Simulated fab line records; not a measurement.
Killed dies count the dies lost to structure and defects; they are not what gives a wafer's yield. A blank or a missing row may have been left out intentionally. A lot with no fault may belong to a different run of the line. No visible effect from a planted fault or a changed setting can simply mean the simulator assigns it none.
Which tool is to blame?	flow gf180mcu	12 lots with 36 wafers sampled at 4 steps, on a route of 602 steps

WHAT THE GAUGES READ, wafer by wafer
GF_M3_CD_MEAS_14 targets a cd of 280 nm. Usual: cd_nm reads 280.0 nm (standard deviation 1).
lot	measured	on	cd_nm (nm)	flag
L512	day 21 12:10	cd_sem-01	279.1 280.6 279.5	
L516	day 23 00:31	cd_sem-01	281.1 280.7 280.2	
L517	day 23 20:55	cd_sem-01	281.2 280.1 279.8	
L519	day 24 05:33	cd_sem-01	280.7 278.8 280.1	
L520	day 24 08:04	cd_sem-01	278.5 277.1 277.3	
L521	day 24 23:42	cd_sem-02	281.8 280.9 280.2	
L524	day 25 15:28	cd_sem-01	277.6 277.3 276.6	
L530	day 27 16:50	cd_sem-02	278.8 277.9 279.7	
L531	day 27 22:45	cd_sem-01	279.0 279.5 278.6	
L532	day 28 04:29	cd_sem-02	280.1 281.3 280.3	
L533	day 28 11:16	cd_sem-01	281.0 280.1 279.5	
L535	day 29 01:01	cd_sem-01	279.7 280.7 279.7	

GF_M3_OVL_MEAS_15. Usual: M3_OVL -4 nm, standard deviation 5.4.
lot	measured	on	M3_OVL (nm)	flag
L512	day 21 12:17	overlay-01	-7 -2 -1	
L516	day 23 00:36	overlay-02	-1 -5 -10	
L517	day 23 21:02	overlay-02	-20 -13 -16	
L519	day 24 05:40	overlay-02	-3 -9 -9	
L520	day 24 08:09	overlay-02	-3 -9 -2	
L521	day 24 23:49	overlay-02	5 1 -4	
L524	day 25 15:35	overlay-02	-9 -8 -12	
L530	day 27 16:56	overlay-02	-10 -7 2	
L531	day 27 22:52	overlay-02	0 -1 3	
L532	day 28 04:35	overlay-01	-2 -10 0	
L533	day 28 11:22	overlay-01	-7 -3 -4	
L535	day 29 01:06	overlay-02	-6 1 0	

TOOL THAT RAN EACH LOT (tool first, then ch and the chambers of the sampled wafers, then the start)
lot	GF_V2_ETCH_17	GF_M3_PEB_12
L512	rie_diel-01 ch 0,2,3, day 21 11:50 or earlier	litho_track-03 ch 0, day 21 11:50
L516	rie_diel-01 ch 0,1,3, day 23 00:11 or earlier	litho_track-01 ch 0, day 23 00:11
L517	rie_diel-04 ch 0,1,3, day 23 20:34 or earlier	litho_track-01 ch 0, day 23 20:34
L519	rie_diel-04 ch 0,1,2, day 24 05:12 or earlier	litho_track-03 ch 0, day 24 05:12
L520	rie_diel-04 ch 0,2,3, day 24 07:44 or earlier	litho_track-01 ch 0, day 24 07:44
L521	rie_diel-01 ch 1,3, day 24 23:21 or earlier	litho_track-03 ch 0, day 24 23:21
L524	rie_diel-04 ch 1,2,3, day 25 15:07 or earlier	litho_track-01 ch 0, day 25 15:07
L530	rie_diel-01 ch 1,2,3, day 27 16:31 or earlier	litho_track-02 ch 0, day 27 16:31
L531	rie_diel-04 ch 1,2,3, day 27 22:24 or earlier	litho_track-02 ch 0, day 27 22:24
L532	rie_diel-01 ch 1,3, day 28 04:09 or earlier	litho_track-01 ch 0, day 28 04:09
L533	rie_diel-04 ch 0,1,2, day 28 10:56 or earlier	litho_track-02 ch 0, day 28 10:56
L535	rie_diel-04 ch 0,1,2, day 29 00:41 or earlier	litho_track-01 ch 0, day 29 00:41
- GF_V2_ETCH_17: etches SiO2 in C4F8/O2/Ar, stops on TiN, target depth 630 nm.
- GF_M3_PEB_12: peb time 90 s.

AS READ BY THE TOOLS THEMSELVES (means over the sampled wafers that have a number; for cases with no such wafer, the mark the record gives instead)
GF_V2_ETCH_17. Usual: oes_product_au reads 0.856 a.u. (standard deviation 0.0043).
lot	tool	oes_product_au (a.u.)	flag
L512	rie_diel-01	0.862	
L516	rie_diel-01	0.855	
L517	rie_diel-04	0.858	
L519	rie_diel-04	0.854	
L520	rie_diel-04	0.860	
L521	rie_diel-01	0.856	
L524	rie_diel-04	0.859	
L530	rie_diel-01	0.858	
L531	rie_diel-04	0.855	
L532	rie_diel-01	0.852	
L533	rie_diel-04	0.851	
L535	rie_diel-04	0.860	

GF_M3_PEB_12. Usual: heater_power_total_W 85.70 W, standard deviation 0.094; plate_temp_C 134.99 C, standard deviation 0.14.
lot	tool	heater_power_total_W (W)	plate_temp_C (C)	flag
L512	litho_track-03	85.74	135.03	
L516	litho_track-01	85.72	134.89	
L517	litho_track-01	85.63	135.01	
L519	litho_track-03	85.70	135.02	
L520	litho_track-01	86.53	136.30	OFF
L521	litho_track-03	85.68	135.05	
L524	litho_track-01	86.67	136.09	OFF
L530	litho_track-02	85.77	135.06	
L531	litho_track-02	85.68	135.07	
L532	litho_track-01	85.55	134.87	
L533	litho_track-02	85.85	135.12	
L535	litho_track-01	85.65	135.16	

THE ANSWER, worked out from the rows above alone
Rule: take the mean of a lot's wafers that have a number; if it is more than 3 standard deviations from the usual mean, the lot is off. Also off: a lot with no number at a reading for which 4 or more lots have one. The other lots that the step has rows for count as sound. After the gauges, taken in route order, come the tools' own readings; for these a lot's mean is taken, as printed above. The first step at which some lot is off is used, and at that step the reading that is off furthest; a lot without a number counts as furthest.
Off: L520, L524, at GF_M3_PEB_12 (heater_power_total_W).
A tool fits if, at that step or a process step before it, it ran every lot that is off, and no sound lot after the first of them. GF_V2_ETCH_17: start missing for some lots; hours and lot order therefore follow GF_M3_PEB_12. No candidate that was tried fits.

WHAT THE SIMULATOR PUT IN
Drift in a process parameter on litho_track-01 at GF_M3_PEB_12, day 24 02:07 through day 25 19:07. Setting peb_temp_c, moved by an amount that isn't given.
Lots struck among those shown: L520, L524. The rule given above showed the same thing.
